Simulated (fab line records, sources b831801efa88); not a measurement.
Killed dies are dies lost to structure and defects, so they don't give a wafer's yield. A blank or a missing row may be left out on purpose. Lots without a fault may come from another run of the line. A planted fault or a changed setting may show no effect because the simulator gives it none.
fab line records | flow gf180mcu
record lots=5 wafers=15 last_day=34
route steps=602 shown MIM@518 M5@526 V5@540
lots that met no fault: from a run of the same line without faults
start_h: hours from the record's first day to the start of the lot's first wafer shown | wait_h: hours since the lot's step before | " the same as in the row above | L1.1+2: a row that stands for several wafers | - no value, or no start given | * or withheld: withheld | < > ~ a bound
route shown NAME@n: a module of which the file shows steps, and the number in the route of the first | usual: mean/standard deviation of fault-free wafers | same: alike in all rows | chamber/n: place in a boat | sites: the reading at each site | _std_site: their standard deviation | _edge_site: outer sites' mean less inner sites' | radius_mm: how far each site lies from the wafer's centre | mask NAME#n: copy n | behind: the tool/chamber that last shaped the wafer | hold: why the lot was held/for how many hours/how that ended | device: the transistor (n, p or np) that didn't switch | end of line: the same wafers' tests at the end of the route | a step without rows: its recipe alone | killed: dies lost to structure and defects at the first sort, not the wafer's yield | map: a wafer's dies, x killed, . not, _ none there
set.NAME: the setting as run; set.NAME@STEP: as run at that earlier step | model.NAME: the simulator's own value behind a step, which no gauge read
lots at some steps of the route; a table a step, a row a wafer
services: from which hour (start_h, from the record's first day; less than 0 if before it) a tool's chamber was out of use, for how many hours, and why
## steps
# step GF_MIM_SOFTBAKE_15
# recipe temp_c=90 time_s=60 resist=NOVOLAK
# usual resist_line_temp_C=23.01/0.12
# columns lot.wafer tool chamber start_h wait_h resist_line_temp_C
L078.1 litho_track-02 0 610.97 0.1 23.04
L078.4 " 0 " " 23.05
L078.5 " 0 " " 23.05
L079.1 litho_track-03 0 611.45 0.1 22.73
L079.3 " 0 " " 22.79
L079.4 " 0 " " 22.86
L086.1 litho_track-02 0 666.62 0.1 23.13
L086.5 " 0 " " 22.94
L086.6 " 0 " " 23.05
L096.3 litho_track-01 0 736.22 0.1 23.13
L096.4 " 0 " " 23.13
L096.6 " 0 " " 23.15
L097.2 litho_track-01 0 743.35 0.1 23.17
L097.4 " 0 " " 23.27
L097.5 " 0 " " 23.18
# step GF_MIM_EXPOSE_16
# recipe mask_id=FuseTop target_cd_nm=2000 na=0.6 source_shape=conventional sigma_outer=0.6 dose_mj=140
# same na=0.6 sigma_outer=0.6
# columns lot.wafer tool chamber start_h wait_h mask
L078.1+4+5 iline_stepper-02 0 - - FuseTop#0
L079.1+3+4 iline_stepper-01 0 - - FuseTop#0
L086.1+5+6 iline_stepper-02 0 - - FuseTop#0
L096.3+4+6 iline_stepper-02 0 - - FuseTop#0
L097.2+4+5 iline_stepper-01 0 - - FuseTop#0
# step GF_MIM_PEB_17
# recipe temp_c=withheld time_s=* resist=NOVOLAK
# usual resist_line_temp_C=*
# columns lot.wafer tool chamber start_h wait_h resist_line_temp_C
L078.1 litho_track-02 0 - - *
L078.4 " 0 " " *
L078.5 " 0 " " *
L079.1 litho_track-01 0 - - *
L079.3 " 0 " " *
L079.4 " 0 " " *
L086.1 litho_track-03 0 - - *
L086.5 " 0 " " *
L086.6 " 0 " " *
L096.3 litho_track-03 0 - - *
L096.4 " 0 " " *
L096.6 " 0 " " *
L097.2 litho_track-01 0 - - *
L097.4 " 0 " " *
L097.5 " 0 " " *
# step GF_MIM_DEVELOP_18
# recipe develop_time_s=60 dev_temp_c=23
# usual resist_line_temp_C=22.99/0.11
# columns lot.wafer tool chamber start_h wait_h resist_line_temp_C
L078.1 litho_track-02 0 621.32 0.1 23.02
L078.4 " 0 " " 23.06
L078.5 " 0 " " 23.04
L079.1 litho_track-01 0 622.02 0.1 23.06
L079.3 " 0 " " 23.03
L079.4 " 0 " " 23.02
L086.1 litho_track-03 0 676.05 0.1 23.02
L086.5 " 0 " " 23.04
L086.6 " 0 " " 22.84
L096.3 litho_track-03 0 744.59 0.1 22.87
L096.4 " 0 " " 22.87
L096.6 " 0 " " 22.96
L097.2 litho_track-01 0 751.55 0.1 22.89
L097.4 " 0 " " 22.90
L097.5 " 0 " " 22.99
# step GF_MIM_METAL_ETCH_19
# recipe chemistry=Cl2/BCl3 mask_material=NOVOLAK stop_on=Si3N4 target_depth_nm=324.5 pressure_mtorr=8 icp_w=800 bias_w=140 Cl2_flow_sccm=80 bcl3_flow_sccm=40 time_s=54.1
# usual drypump_motor_current_A=5.4/0.62 oes_product_au=0.944/0.0056 throttle_valve_pct=28.280/0.0094
# columns lot.wafer tool chamber start_h wait_h drypump_motor_current_A oes_product_au rf_hours_counter_h throttle_valve_pct
L078.1 rie_metal-03 1 621.47 0.1 5.5 0.941 11 28.289
L078.4 " 0 " " 5.7 0.943 - 28.282
L078.5 " 1 " " 5.5 0.936 - 28.276
L079.1 rie_metal-01 0 622.17 0.1 6.4 0.934 12 28.290
L079.3 " 1 " " 4.7 0.936 - 28.293
L079.4 " 0 " " 6.4 0.941 - 28.291
L086.1 rie_metal-01 1 676.20 0.1 4.7 0.947 3 28.274
L086.5 " 0 " " 6.4 0.948 - 28.270
L086.6 " 1 " " 4.7 0.947 - 28.277
L096.3 rie_metal-01 1 744.72 0.1 4.7 0.945 - 28.272
L096.4 " 0 " " 6.4 0.947 - 28.274
L096.6 " 0 " " 6.4 0.938 - 28.270
L097.2 rie_metal-04 1 751.67 0.1 5.0 0.946 9 28.283
L097.4 " 0 " " 5.4 0.945 - 28.275
L097.5 " 1 " " 4.9 0.946 - 28.278
# step GF_MIM_STRIP_20
# recipe chemistry=O2/N2 power_w=1400 pressure_mtorr=1500 platen_temp_c=250 o2_flow_sccm=3000 n2_flow_sccm=300 overash_fraction=0.5
# usual drypump_motor_current_A=5.5/0.56 heater_power_w=375/69 oes_product_au=0.691/0.0049 strip_time_to_endpoint_s=11.21/0.036
# columns lot.wafer tool chamber start_h wait_h drypump_motor_current_A heater_power_w oes_product_au rf_hours_counter_h strip_time_to_endpoint_s
L078.1 plasma_asher-04 1 621.54 0.0 4.7 391 0.690 100 11.28
L078.4 " 0 " " 5.8 276 0.688 - 11.27
L078.5 " 0 " " 5.8 277 0.694 - 11.29
L079.1 plasma_asher-02 0 622.24 0.0 6.0 479 0.695 56 11.27
L079.3 " 1 " " 4.9 353 0.684 - 11.22
L079.4 " 0 " " 6.0 470 0.687 - 11.26
L086.1 plasma_asher-02 1 676.27 0.0 4.9 343 0.696 62 11.25
L086.5 " 0 " " 5.9 482 0.688 - 11.19
L086.6 " 1 " " 4.9 341 0.699 - 11.24
L096.3 plasma_asher-02 1 744.80 0.1 4.9 349 0.690 - 11.21
L096.4 " 0 " " 6.0 470 0.696 - 11.28
L096.6 " 1 " " 4.9 335 0.702 - 11.22
L097.2 plasma_asher-02 0 751.74 0.0 6.0 472 0.691 71 11.17
L097.4 " 1 " " 4.9 353 0.690 - 11.21
L097.5 " 1 " " 4.9 336 0.687 - 11.18
# step GF_MIM_STRIP_21
# recipe chemistry=post_etch_residue_remover time_s=1200 temp_c=72.5
# usual bath_heat_duty_pct=14.8/2.1
# columns lot.wafer tool chamber start_h wait_h bath_heat_duty_pct
L078.1 wet_bench-01 1 621.64 0.1 16.1
L078.4 " 1 " " 15.3
L078.5 " 1 " " 16.5
L079.1 wet_bench-03 0 622.34 0.1 13.4
L079.3 " 0 " " 14.0
L079.4 " 0 " " 14.5
L086.1 wet_bench-01 3 676.37 0.1 18.7
L086.5 " 3 " " 18.6
L086.6 " 3 " " 17.6
L096.3 wet_bench-01 2 744.86 0.0 16.0
L096.4 " 2 " " 15.1
L096.6 " 2 " " 17.1
L097.2 wet_bench-02 3 751.84 0.1 14.5
L097.4 " 3 " " 13.3
L097.5 " 3 " " 14.0
# step GF_MIM_CLEAN_22
# recipe chemistry=DIW dry=n2_spin
# columns lot.wafer tool chamber start_h wait_h
L078.1+4+5 wet_bench-02 1 621.99 0.0
L079.1+3+4 wet_bench-03 3 622.68 0.0
L086.1+5+6 wet_bench-03 1 676.74 0.0
L096.3+4+6 wet_bench-02 0 745.21 0.0
L097.2+4+5 wet_bench-01 1 752.52 0.0
# step GF_M5_DEHYDRATE_00
# recipe temp_c=200 time_s=60
# usual resist_line_temp_C=23.03/0.11
# columns lot.wafer tool chamber start_h wait_h resist_line_temp_C
L078.1 litho_track-01 0 632.07 10.0 23.11
L078.4 " 0 " " 23.13
L078.5 " 0 " " 22.86
L079.1 litho_track-04 0 632.82 10.0 22.94
L079.3 " 0 " " 22.99
L079.4 " 0 " " 22.92
L086.1 litho_track-02 0 685.77 8.9 23.05
L086.5 " 0 " " 23.18
L086.6 " 0 " " 23.12
L096.3 litho_track-04 0 753.07 7.7 23.16
L096.4 " 0 " " 23.03
L096.6 " 0 " " 23.00
L097.2 litho_track-01 0 759.85 7.2 23.16
L097.4 " 0 " " 22.96
L097.5 " 0 " " 23.10
# step GF_M5_HMDS_01
# recipe prime_time_s=60 prime_temp_c=120
# usual resist_line_temp_C=23.01/0.11
# columns lot.wafer tool chamber start_h wait_h resist_line_temp_C
L078.1 litho_track-01 0 632.22 0.1 22.71
L078.4 " 0 " " 22.87
L078.5 " 0 " " 22.79
L079.1 litho_track-04 0 632.97 0.1 23.03
L079.3 " 0 " " 22.84
L079.4 " 0 " " 22.86
L086.1 litho_track-02 0 685.92 0.1 22.90
L086.5 " 0 " " 22.98
L086.6 " 0 " " 23.06
L096.3 litho_track-04 0 753.22 0.1 23.02
L096.4 " 0 " " 22.89
L096.6 " 0 " " 23.10
L097.2 litho_track-01 0 760.00 0.1 23.02
L097.4 " 0 " " 23.11
L097.5 " 0 " " 23.19
# step GF_M5_COAT_02
# recipe resist=KrF spin_rpm=withheld resist_thk_nm=1000
# usual dispense_pressure_kPa=49.9/0.56 resist_line_temp_C=22.98/0.11
# columns lot.wafer tool chamber start_h wait_h dispense_pressure_kPa resist_line_temp_C
L078.1 litho_track-01 0 632.37 0.1 49.7 22.93
L078.4 " 0 " " 49.6 22.79
L078.5 " 0 " " 49.7 22.91
L079.1 litho_track-04 0 633.12 0.1 49.3 22.80
L079.3 " 0 " " 49.3 22.88
L079.4 " 0 " " 49.3 22.82
L086.1 litho_track-02 0 686.07 0.1 50.6 22.90
L086.5 " 0 " " 50.6 22.91
L086.6 " 0 " " 50.6 22.92
L096.3 litho_track-04 0 753.37 0.1 49.4 23.10
L096.4 " 0 " " 49.3 22.94
L096.6 " 0 " " 49.3 22.89
L097.2 litho_track-01 0 760.15 0.1 49.7 23.15
L097.4 " 0 " " 49.7 23.01
L097.5 " 0 " " 49.7 22.97
# step GF_M5_SOFTBAKE_03
# recipe temp_c=130.6 time_s=60 resist=KrF
# usual resist_line_temp_C=23.00/0.13
# columns lot.wafer tool chamber start_h wait_h resist_line_temp_C
L078.1 litho_track-01 0 632.52 0.1 22.95
L078.4 " 0 " " 22.83
L078.5 " 0 " " 22.85
L079.1 litho_track-04 0 633.27 0.1 23.13
L079.3 " 0 " " 22.95
L079.4 " 0 " " 22.99
L086.1 litho_track-02 0 686.22 0.1 22.99
L086.5 " 0 " " 22.92
L086.6 " 0 " " 22.77
L096.3 litho_track-04 0 753.52 0.1 23.07
L096.4 " 0 " " 23.23
L096.6 " 0 " " 23.12
L097.2 litho_track-01 0 760.30 0.1 22.88
L097.4 " 0 " " 23.04
L097.5 " 0 " " 22.98
# step GF_M5_EXPOSE_04
# recipe mask_id=Metal5 target_cd_nm=280 na=0.68 source_shape=conventional sigma_outer=0.6 dose_mj=28
# same na=0.68 sigma_outer=0.6
# columns lot.wafer tool chamber start_h wait_h mask
L078.1+4+5 krf_scanner-02 0 - - Metal5#0
L079.1+3+4 krf_scanner-01 0 - - Metal5#0
L086.1+5+6 krf_scanner-01 0 - - Metal5#0
L096.3+4+6 krf_scanner-02 0 - - Metal5#0
L097.2+4+5 krf_scanner-02 0 - - Metal5#0
# step GF_M5_PEB_05
# recipe peb_temp_c=135 peb_time_s=90 resist=KrF
# usual resist_line_temp_C=23.02/0.096
# columns lot.wafer tool chamber start_h wait_h resist_line_temp_C
L078.1 litho_track-02 0 - - 23.00
L078.4 " 0 " " 22.90
L078.5 " 0 " " 23.14
L079.1 litho_track-04 0 - - 23.13
L079.3 " 0 " " 23.11
L079.4 " 0 " " 22.83
L086.1 litho_track-04 0 - - 23.14
L086.5 " 0 " " 23.16
L086.6 " 0 " " 23.02
L096.3 litho_track-01 0 - - 22.89
L096.4 " 0 " " 23.01
L096.6 " 0 " " 22.95
L097.2 litho_track-01 0 - - 22.89
L097.4 " 0 " " 23.08
L097.5 " 0 " " 22.95
# step GF_M5_DEVELOP_06
# recipe develop_time_s=60 dev_temp_c=21
# usual resist_line_temp_C=22.97/0.098
# columns lot.wafer tool chamber start_h wait_h resist_line_temp_C
L078.1 litho_track-02 0 642.82 0.2 23.00
L078.4 " 0 " " 22.95
L078.5 " 0 " " 23.02
L079.1 litho_track-04 0 643.52 0.2 22.97
L079.3 " 0 " " 23.21
L079.4 " 0 " " 23.07
L086.1 litho_track-04 0 695.57 0.2 22.95
L086.5 " 0 " " 22.88
L086.6 " 0 " " 22.86
L096.3 litho_track-01 0 761.27 0.1 22.96
L096.4 " 0 " " 23.01
L096.6 " 0 " " 22.87
L097.2 litho_track-01 0 768.70 0.2 23.08
L097.4 " 0 " " 23.07
L097.5 " 0 " " 23.08
# step GF_M5_CD_MEAS_07
# recipe target_cd_nm=280
# usual cd_nm=280.3/1.1
# columns lot.wafer tool chamber start_h wait_h cd_nm
L078.1 cd_sem-02 - 642.97 0.1 281.3
L078.4 " - " " 282.2
L078.5 " - " " 282.4
L079.1 cd_sem-01 - 643.67 0.1 281.3
L079.3 " - " " 280.5
L079.4 " - " " 281.1
L086.1 cd_sem-02 - 695.72 0.1 282.6
L086.5 " - " " 280.9
L086.6 " - " " 280.3
L096.3 cd_sem-02 - 761.41 0.1 280.3
L096.4 " - " " 279.3
L096.6 " - " " 279.9
L097.2 cd_sem-01 - 768.84 0.1 277.8
L097.4 " - " " 281.0
L097.5 " - " " 279.8
# step GF_M5_OVL_MEAS_08
# usual M5_OVL=-3/5.5
# columns lot.wafer tool chamber start_h wait_h M5_OVL[nm]
L078.1 overlay-02 - 643.09 0.1 -12
L078.4 " - " " -7
L078.5 " - " " -11
L079.1 overlay-01 - 643.79 0.1 -2
L079.3 " - " " -3
L079.4 " - " " -7
L086.1 overlay-02 - 695.84 0.1 -7
L086.5 " - " " -5
L086.6 " - " " -12
L096.3 overlay-02 - 761.50 0.1 -10
L096.4 " - " " -16
L096.6 " - " " -15
L097.2 overlay-01 - 768.95 0.1 -12
L097.4 " - " " -11
L097.5 " - " " -8
# step GF_M5_ETCH_09
# recipe chemistry=CF4/O2 target=Si3N4 target_depth_nm=52 source_w=800 bias_w=150 pressure_mtorr=150 cf4_flow_sccm=80 O2_flow_sccm=10 time_s=11.6
# usual drypump_motor_current_A=5.6/0.38 oes_product_au=1.003/0.0074 throttle_valve_pct=5.971/0.0094
# columns lot.wafer tool chamber start_h wait_h drypump_motor_current_A oes_product_au rf_hours_counter_h throttle_valve_pct
L078.1 rie_diel-04 2 643.13 0.0 5.2 0.999 23 5.975
L078.4 " 3 " " 5.5 0.996 15 5.973
L078.5 " 3 " " 5.5 0.993 - 5.955
L079.1 rie_diel-02 2 643.82 0.0 5.8 1.005 7 5.979
L079.3 " 1 " " 5.5 1.014 58 5.975
L079.4 " 0 " " 5.7 1.006 5 5.982
L086.1 rie_diel-03 2 695.87 0.0 5.9 1.015 27 5.973
L086.5 " 1 " " 5.7 0.995 - 5.947
L086.6 " 0 " " 6.1 1.000 - 5.956
L096.3 rie_diel-03 2 761.53 0.0 5.9 1.021 30 5.980
L096.4 " 0 " " 6.1 1.003 - 5.981
L096.6 " 1 " " 5.7 0.988 - 5.957
L097.2 rie_diel-02 2 768.98 0.0 5.8 1.006 9 5.984
L097.4 " 3 " " 5.2 1.004 - 5.960
L097.5 " 0 " " 5.7 1.007 - 5.982
# step GF_M5_METAL_ETCH_10
# recipe chemistry=Cl2/BCl3 mask_material=KrF target_depth_nm=627.5 stop_on=SiO2 pressure_mtorr=8 icp_w=800 bias_w=140 Cl2_flow_sccm=80 bcl3_flow_sccm=40 time_s=104.6
# usual drypump_motor_current_A=5.7/0.64 oes_product_au=0.974/0.0062 throttle_valve_pct=28.249/0.01
# columns lot.wafer tool chamber start_h wait_h drypump_motor_current_A oes_product_au rf_hours_counter_h throttle_valve_pct
L078.1 rie_metal-02 0 643.15 0.0 6.2 0.973 6.6 28.272
L078.4 " 0 " " 6.2 0.980 - 28.268
L078.5 " 1 " " 5.7 0.974 - 28.274
L079.1 rie_metal-04 1 643.85 0.0 5.0 0.977 4.3 28.255
L079.3 " 1 " " 5.0 0.969 - 28.266
L079.4 " 0 " " 5.4 0.976 - 28.244
L086.1 rie_metal-01 0 695.90 0.0 6.4 0.976 0.9 28.240
L086.5 " 0 " " 6.4 0.976 - 28.243
L086.6 " 0 " " 6.4 0.976 - 28.243
L096.3 rie_metal-01 1 761.59 0.0 4.7 0.971 - 28.264
L096.4 " 0 " " 6.4 0.973 - 28.254
L096.6 " 0 " " 6.4 0.971 - 28.250
L097.2 rie_metal-01 1 769.00 0.0 4.7 0.986 5.7 28.243
L097.4 " 1 " " 4.7 0.983 - 28.230
L097.5 " 1 " " 4.7 0.985 - 28.229
# step GF_M5_STRIP_11
# recipe chemistry=O2/N2 power_w=1400 pressure_mtorr=1500 platen_temp_c=250 o2_flow_sccm=3000 n2_flow_sccm=300 overash_fraction=0.5
# usual drypump_motor_current_A=5.7/0.43 heater_power_w=358/56 oes_product_au=0.543/0.0047 strip_time_to_endpoint_s=7.52/0.04
# columns lot.wafer tool chamber start_h wait_h drypump_motor_current_A heater_power_w oes_product_au rf_hours_counter_h strip_time_to_endpoint_s
L078.1 plasma_asher-03 0 643.27 0.1 6.2 359 0.540 91 7.54
L078.4 " 1 " " 5.8 318 0.552 - 7.54
L078.5 " 0 " " 6.2 346 0.545 - 7.51
L079.1 plasma_asher-01 1 643.96 0.1 5.3 340 0.540 22 7.58
L079.3 " 1 " " 5.3 345 0.539 - 7.52
L079.4 " 0 " " 5.7 302 0.537 - 7.58
L086.1 plasma_asher-03 1 696.12 0.2 5.7 322 0.546 96 7.52
L086.5 " 0 " " 6.2 350 0.538 - 7.55
L086.6 " 1 " " 5.8 317 0.544 - 7.50
L096.3 plasma_asher-03 1 761.70 0.1 5.8 325 0.544 - 7.53
L096.4 " 0 " " 6.2 349 0.546 - 7.53
L096.6 " 1 " " 5.8 316 0.538 - 7.57
L097.2 plasma_asher-02 1 769.11 0.1 4.9 339 0.538 73 7.45
L097.4 " 0 " " 6.0 480 0.531 - 7.43
L097.5 " 0 " " 6.0 479 0.539 - 7.41
# step GF_M5_STRIP_12
# recipe chemistry=post_etch_residue_remover time_s=1200 temp_c=72.5
# usual bath_heat_duty_pct=15.1/1.7
# columns lot.wafer tool chamber start_h wait_h bath_heat_duty_pct
L078.1 wet_bench-02 1 643.37 0.1 16.9
L078.4 " 1 " " 16.4
L078.5 " 1 " " 15.3
L079.1 wet_bench-02 2 644.06 0.1 13.8
L079.3 " 2 " " 14.2
L079.4 " 2 " " 14.5
L086.1 wet_bench-02 1 696.22 0.1 15.6
L086.5 " 1 " " 16.8
L086.6 " 1 " " 15.5
L096.3 wet_bench-03 1 761.76 0.0 12.9
L096.4 " 1 " " 14.9
L096.6 " 1 " " 14.1
L097.2 wet_bench-02 3 769.21 0.1 14.7
L097.4 " 3 " " 14.6
L097.5 " 3 " " 14.6
# step GF_M5_CLEAN_13
# recipe chemistry=DIW dry=n2_spin
# columns lot.wafer tool chamber start_h wait_h
L078.1+4+5 wet_bench-03 0 643.74 0.0
L079.1+3+4 wet_bench-04 0 644.40 0.0
L086.1+5+6 wet_bench-03 2 696.59 0.0
L096.3+4+6 wet_bench-03 3 762.10 0.0
L097.2+4+5 wet_bench-03 1 769.90 0.0
# step GF_V5_CVD_00
# recipe material=SiO2 target_thk_nm=300 sigma_open_frac=0.3 temp_c=400 time_s=50 sih4_flow_sccm=60 pressure_mtorr=6
# columns lot.wafer tool chamber start_h wait_h
L078.1+4+5 hdpcvd-01 0,1,0 643.84 0.0
L079.1+3+4 hdpcvd-02 1,0,2 644.49 0.0
L086.1+5+6 hdpcvd-01 0,1,0 696.69 0.0
L096.3+4+6 hdpcvd-02 2,2,1 762.20 0.0
L097.2+4+5 hdpcvd-02 1,1,2 769.99 0.0
# step GF_V5_THK_MEAS_01
# recipe reads=SiO2_of_V5_CVD_00
# usual V5_CVD_00_THK=301.1/2.8
# columns lot.wafer tool chamber start_h wait_h V5_CVD_00_THK[nm]
L078.1 film_metro-02 - 643.88 0.0 299.2
L078.4 " - " " 299.6
L078.5 " - " " 300.1
L079.1 film_metro-01 - 644.54 0.0 300.2
L079.3 " - " " 300.2
L079.4 " - " " 302.4
L086.1 film_metro-02 - 696.73 0.0 300.2
L086.5 " - " " 303.7
L086.6 " - " " 300.6
L096.3 film_metro-04 - 762.26 0.0 294.4
L096.4 " - " " 297.2
L096.6 " - " " 303.2
L097.2 film_metro-02 - 770.04 0.0 304.6
L097.4 " - " " 301.5
L097.5 " - " " 303.6
# step GF_V5_CVD_02
# recipe material=SiO2 target_thk_nm=1450 precursor=TEOS temp_c=400 time_s=163.28 rf_w=600
# usual heater_power_w=679/98
# columns lot.wafer tool chamber start_h wait_h heater_power_w since_wet_clean_h
L078.1 pecvd-03 1 643.94 0.1 648 678
L078.4 " 1 " " 692 -
L078.5 " 2 " " 617 -
L079.1 pecvd-01 0 644.60 0.1 805 262
L079.3 " 2 " " 657 262
L079.4 " 0 " " 671 -
L086.1 pecvd-01 0 696.79 0.1 830 314
L086.5 " 1 " " 694 -
L086.6 " 2 " " 547 -
L096.3 pecvd-01 1 762.30 0.0 579 379
L096.4 " 1 " " 661 -
L096.6 " 2 " " 631 -
L097.2 pecvd-01 2 770.09 0.0 617 387
L097.4 " 1 " " 660 -
L097.5 " 2 " " 665 -
# step GF_V5_THK_MEAS_03
# recipe reads=SiO2_of_V5_CVD_02
# usual V5_CVD_02_THK=1448/16
# columns lot.wafer tool chamber start_h wait_h V5_CVD_02_THK[nm]
L078.1 film_metro-04 - 644.05 0.1 1447
L078.4 " - " " 1472
L078.5 " - " " 1459
L079.1 film_metro-02 - 644.71 0.1 1444
L079.3 " - " " 1438
L079.4 " - " " 1461
L086.1 film_metro-01 - 696.90 0.1 1444
L086.5 " - " " 1452
L086.6 " - " " 1459
L096.3 film_metro-04 - 762.43 0.1 1453
L096.4 " - " " 1453
L096.6 " - " " 1477
L097.2 film_metro-02 - 770.21 0.1 1454
L097.4 " - " " 1466
L097.5 " - " " 1469
# step GF_V5_CMP_04
# recipe material=SiO2 down_force_psi=4 platen_rpm=60 pad_velocity_m_s=0.94248
# usual motor_current_A=10.7/1
# columns lot.wafer tool chamber start_h wait_h motor_current_A
L078.1 cmp-02 1 644.16 0.1 10.3
L078.4 " 2 " " 12.1
L078.5 " 0 " " 10.7
L079.3 cmp-01 1 644.82 0.1 11.1
L079.4 " 2 " " 9.0
L079.1 " 3 " " 9.0
L086.1 cmp-01 0 697.11 0.2 10.9
L086.6 " 1 " " 11.8
L086.5 " 2 " " 9.7
L096.3 cmp-02 2 762.47 0.0 12.0
L096.4 " 3 " " 11.7
L096.6 " 2 " " 11.9
L097.2 cmp-02 0 770.31 0.1 10.6
L097.4 " 2 " " 12.0
L097.5 " 3 " " 11.8
# step GF_V5_BOW_MEAS_05
# recipe mode=bow
# usual V5_BOW=130/9.5
# columns lot.wafer tool chamber start_h wait_h V5_BOW[um]
L078.1 film_metro-04 - 644.41 0.2 121
L078.4 " - " " 122
L078.5 " - " " 117
L079.1 film_metro-02 - 645.07 0.1 134
L079.3 " - " " 144
L079.4 " - " " 134
L086.1 film_metro-02 - 697.26 0.1 138
L086.5 " - " " 126
L086.6 " - " " 151
L096.3 film_metro-01 - 762.81 0.3 139
L096.4 " - " " 138
L096.6 " - " " 125
L097.2 film_metro-04 - 770.58 0.2 118
L097.4 " - " " 120
L097.5 " - " " 124
# step GF_V5_DEHYDRATE_06
# recipe temp_c=200 time_s=60
# usual resist_line_temp_C=22.99/0.11
# columns lot.wafer tool chamber start_h wait_h resist_line_temp_C
L078.1 litho_track-02 0 654.32 9.9 22.91
L078.4 " 0 " " 23.16
L078.5 " 0 " " 23.00
L079.1 litho_track-03 0 654.90 9.8 23.12
L079.3 " 0 " " 23.08
L079.4 " 0 " " 22.96
L086.1 litho_track-02 0 705.67 8.4 22.78
L086.5 " 0 " " 22.93
L086.6 " 0 " " 22.86
L096.3 litho_track-04 0 769.97 7.1 23.08
L096.4 " 0 " " 22.98
L096.6 " 0 " " 23.12
L097.2 litho_track-03 0 777.87 7.3 23.02
L097.4 " 0 " " 23.18
L097.5 " 0 " " 23.12
# step GF_V5_HMDS_07
# recipe prime_time_s=60 prime_temp_c=120
# usual resist_line_temp_C=23.00/0.12
# columns lot.wafer tool chamber start_h wait_h resist_line_temp_C
L078.1 litho_track-02 0 654.47 0.1 23.27
L078.4 " 0 " " 23.29
L078.5 " 0 " " 23.22
L079.1 litho_track-03 0 655.05 0.1 23.02
L079.3 " 0 " " 23.12
L079.4 " 0 " " 23.28
L086.1 litho_track-02 0 705.82 0.1 22.89
L086.5 " 0 " " 22.96
L086.6 " 0 " " 22.90
L096.3 litho_track-04 0 770.12 0.1 22.99
L096.4 " 0 " " 22.96
L096.6 " 0 " " 22.98
L097.2 litho_track-03 0 778.02 0.1 22.86
L097.4 " 0 " " 22.92
L097.5 " 0 " " 22.94
# step GF_V5_COAT_08
# recipe resist=BARC temp_c=withheld time_s=withheld spin_rpm=withheld resist_thk_nm=withheld
# usual dispense_pressure_kPa=51.1/2.4 resist_line_temp_C=*
# columns lot.wafer tool chamber start_h wait_h dispense_pressure_kPa resist_line_temp_C
L078.1 litho_track-02 0 654.62 0.1 50.6 *
L078.4 " 0 " " 50.6 *
L078.5 " 0 " " 50.6 *
L079.1 litho_track-03 0 655.20 0.1 56.3 *
L079.3 " 0 " " 56.3 *
L079.4 " 0 " " 56.3 *
L086.1 litho_track-02 0 705.97 0.1 50.5 *
L086.5 " 0 " " 50.6 *
L086.6 " 0 " " 50.5 *
L096.3 litho_track-04 0 770.27 0.1 49.3 *
L096.4 " 0 " " 49.3 *
L096.6 " 0 " " 49.2 *
L097.2 litho_track-03 0 778.17 0.1 56.3 *
L097.4 " 0 " " 56.3 *
L097.5 " 0 " " 56.3 *
# step GF_V5_COAT_09
# recipe resist=KrF spin_rpm=withheld resist_thk_nm=1000
# usual dispense_pressure_kPa=51.1/2.4 resist_line_temp_C=23.02/0.11
# columns lot.wafer tool chamber start_h wait_h dispense_pressure_kPa resist_line_temp_C
L078.1 litho_track-02 0 - - 50.6 22.95
L078.4 " 0 " " 50.6 22.82
L078.5 " 0 " " 50.5 23.01
L079.1 litho_track-03 0 - - 56.3 23.02
L079.3 " 0 " " 56.4 23.05
L079.4 " 0 " " 56.4 23.18
L086.1 litho_track-02 0 - - 50.5 22.94
L086.5 " 0 " " 50.6 22.89
L086.6 " 0 " " 50.5 23.17
L096.3 litho_track-04 0 - - 49.3 23.01
L096.4 " 0 " " 49.4 23.09
L096.6 " 0 " " 49.4 23.01
L097.2 litho_track-03 0 - - 56.3 23.04
L097.4 " 0 " " 56.3 23.06
L097.5 " 0 " " 56.3 23.12
# step GF_V5_SOFTBAKE_10
# recipe temp_c=129.3 time_s=60 resist=KrF
# usual resist_line_temp_C=23.00/0.12
# columns lot.wafer tool chamber start_h wait_h resist_line_temp_C
L078.1 litho_track-02 0 - - 23.21
L078.4 " 0 " " 22.91
L078.5 " 0 " " 22.96
L079.1 litho_track-03 0 - - 22.93
L079.3 " 0 " " 22.99
L079.4 " 0 " " 23.02
L086.1 litho_track-02 0 - - 23.08
L086.5 " 0 " " 23.10
L086.6 " 0 " " 22.92
L096.3 litho_track-04 0 - - 22.98
L096.4 " 0 " " 22.97
L096.6 " 0 " " 22.98
L097.2 litho_track-03 0 - - 23.00
L097.4 " 0 " " 22.91
L097.5 " 0 " " 23.11
# step GF_V5_EXPOSE_11
# recipe mask_id=Via5 target_cd_nm=260 na=0.68 source_shape=conventional sigma_outer=0.6 dose_mj=38
# same na=0.68 sigma_outer=0.6
# columns lot.wafer tool chamber start_h wait_h mask
L078.1+4+5 krf_scanner-01 0 - - Via5#0
L079.1+3+4 krf_scanner-02 0 - - Via5#0
L086.1+5+6 krf_scanner-01 0 - - Via5#0
L096.3+4+6 krf_scanner-02 0 - - Via5#0
L097.2+4+5 krf_scanner-02 0 - - Via5#0
# step GF_V5_PEB_12
# recipe peb_temp_c=135 peb_time_s=90 resist=KrF
# usual resist_line_temp_C=22.97/0.1
# columns lot.wafer tool chamber start_h wait_h resist_line_temp_C
L078.1 litho_track-02 0 - - 22.87
L078.4 " 0 " " 22.92
L078.5 " 0 " " 22.90
L079.1 litho_track-02 0 - - 22.90
L079.3 " 0 " " 22.81
L079.4 " 0 " " 23.02
L086.1 litho_track-02 0 - - 22.99
L086.5 " 0 " " 22.90
L086.6 " 0 " " 23.07
L096.3 litho_track-02 0 - - 22.86
L096.4 " 0 " " 23.04
L096.6 " 0 " " 22.98
L097.2 litho_track-03 0 - - 22.88
L097.4 " 0 " " 22.88
L097.5 " 0 " " 22.82
## services
# columns tool chamber start_h hours kind
hdpcvd-02 2 589.25 9.3 repair
krf_scanner-01 - 590.71 1.3 pm
pecvd-01 - 601.40 0.5 repair
krf_scanner-02 - 610.31 1.0 pm
krf_scanner-01 - 611.35 3.6 pm
hdpcvd-02 - 612.39 1.1 repair
krf_scanner-01 - 615.41 1.0 pm
iline_stepper-02 - 622.61 8.9 pm
krf_scanner-01 - 624.42 4.4 pm
iline_stepper-02 - 631.50 4.4 pm
cmp-02 - 635.30 8.2 pm
krf_scanner-01 - 644.29 0.8 pm
iline_stepper-02 - 646.10 1.7 pm
krf_scanner-01 - 656.09 0.2 repair
krf_scanner-02 - 663.90 0.8 pm
rie_metal-01 0 683.24 6.5 repair
krf_scanner-02 - 686.64 1.3 pm
rie_metal-01 1 692.20 21.5 repair
wet_bench-03 - 741.27 1.9 pm
pecvd-01 - 755.81 2.8 pm
wet_bench-01 - 765.27 0.6 repair
krf_scanner-01 - 766.61 1.3 pm
krf_scanner-02 - 779.31 1.0 pm
krf_scanner-01 - 784.41 1.0 pm
## key
fault none
